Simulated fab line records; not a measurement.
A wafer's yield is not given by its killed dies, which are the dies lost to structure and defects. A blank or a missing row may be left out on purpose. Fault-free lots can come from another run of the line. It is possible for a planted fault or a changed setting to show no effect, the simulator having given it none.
Which tool was responsible? || flow gf180mcu || Sampling: 12 lots, 35 wafers, 2 of 602 route steps

== WHAT THE GAUGES SHOWED, per wafer ==
GF_M3_OVL_MEAS_15.
{"lot": "L250", "measured": "day 21 06:55", "on": "overlay-01", "M3_OVL (nm)": "6 5 3"}
{"lot": "L251", "measured": "day 21 23:08", "on": "overlay-01", "M3_OVL (nm)": "5 10 3"}
{"lot": "L253", "measured": "day 22 14:41", "on": "overlay-01", "M3_OVL (nm)": "10 6 10"}
{"lot": "L255", "measured": "day 23 11:38", "on": "overlay-01", "M3_OVL (nm)": "3 7 7"}
{"lot": "L257", "measured": "day 24 05:14", "on": "overlay-02", "M3_OVL (nm)": "19 16 13"}
{"lot": "L258", "measured": "day 24 13:50", "on": "overlay-01", "M3_OVL (nm)": "7 12 6"}
{"lot": "L259", "measured": "day 24 19:39", "on": "overlay-01", "M3_OVL (nm)": "12 10 11"}
{"lot": "L260", "measured": "day 25 07:50", "on": "overlay-02", "M3_OVL (nm)": "1 13 4"}
{"lot": "L267", "measured": "day 27 13:02", "on": "overlay-01", "M3_OVL (nm)": "9 -1"}
{"lot": "L270", "measured": "day 28 07:22", "on": "overlay-02", "M3_OVL (nm)": "11 10 11"}
{"lot": "L271", "measured": "day 28 16:44", "on": "overlay-02", "M3_OVL (nm)": "11 5 9"}
{"lot": "L272", "measured": "day 28 20:18", "on": "overlay-02", "M3_OVL (nm)": "3 3 8"}

GF_V3_BOW_MEAS_05.
{"lot": "L250", "measured": "day 21 08:11", "on": "film metro-04", "V3_BOW (um)": "104 105 107"}
{"lot": "L251", "measured": "day 22 00:40", "on": "film metro-03", "V3_BOW (um)": "135 139 134"}
{"lot": "L253", "measured": "day 22 15:57", "on": "film metro-04", "V3_BOW (um)": "114 119 100"}
{"lot": "L255", "measured": "day 23 12:54", "on": "film metro-03", "V3_BOW (um)": "119 131 129"}
{"lot": "L257", "measured": "day 24 06:30", "on": "film metro-02", "V3_BOW (um)": "120 119 113"}
{"lot": "L258", "measured": "day 24 15:06", "on": "film metro-04", "V3_BOW (um)": "131 127 129"}
{"lot": "L259", "measured": "day 24 20:56", "on": "film metro-04", "V3_BOW (um)": "117 117 115"}
{"lot": "L260", "measured": "day 25 09:13", "on": "film metro-04", "V3_BOW (um)": "133 123 119"}
{"lot": "L267", "measured": "day 27 14:22", "on": "film metro-02", "V3_BOW (um)": "131 110"}
{"lot": "L270", "measured": "day 28 08:49", "on": "film metro-02", "V3_BOW (um)": "104 96 103"}
{"lot": "L271", "measured": "day 28 18:02", "on": "film metro-02", "V3_BOW (um)": "100 112 103"}
{"lot": "L272", "measured": "day 28 21:56", "on": "film metro-04", "V3_BOW (um)": "116 126 117"}

== WHAT TOOL EACH LOT RAN ON (gives the tool, then ch and the chambers of the sampled wafers, and finally the start) ==
Record: no process step prior to these readings.

== WHAT THE TOOLS THEMSELVES READ (means of the sampled wafers that have a number; where no wafer has one, the mark that the record gives instead) ==
The record holds no such reading with a usual standard deviation.

== THE ANSWER, worked out from the rows above alone ==
Rule: usual is defined by the lots themselves. Put in order of their means at a reading, lots are off if they are a third of the lots or fewer, leave a main group of 4 or more, and stand apart from it by a gap of 3 or more times the standard deviation of the main group's means; of several such gaps the widest counts. Not used: any main group whose means are identical at the precision the tables above print for the reading. Also off: a lot with no number at a reading for which 4 or more lots have one. All remaining lots with rows at the step are treated as sound. Order of review: gauges by route order, followed by the tools' own readings, for which a lot's mean as printed above is used. The first step at which some lot is off is used, and at that step the reading that is off furthest; a lot without a number counts as furthest.
No lot is off at any reading shown: from this, nothing can be told.

== WHAT THE SIMULATOR PUT IN ==
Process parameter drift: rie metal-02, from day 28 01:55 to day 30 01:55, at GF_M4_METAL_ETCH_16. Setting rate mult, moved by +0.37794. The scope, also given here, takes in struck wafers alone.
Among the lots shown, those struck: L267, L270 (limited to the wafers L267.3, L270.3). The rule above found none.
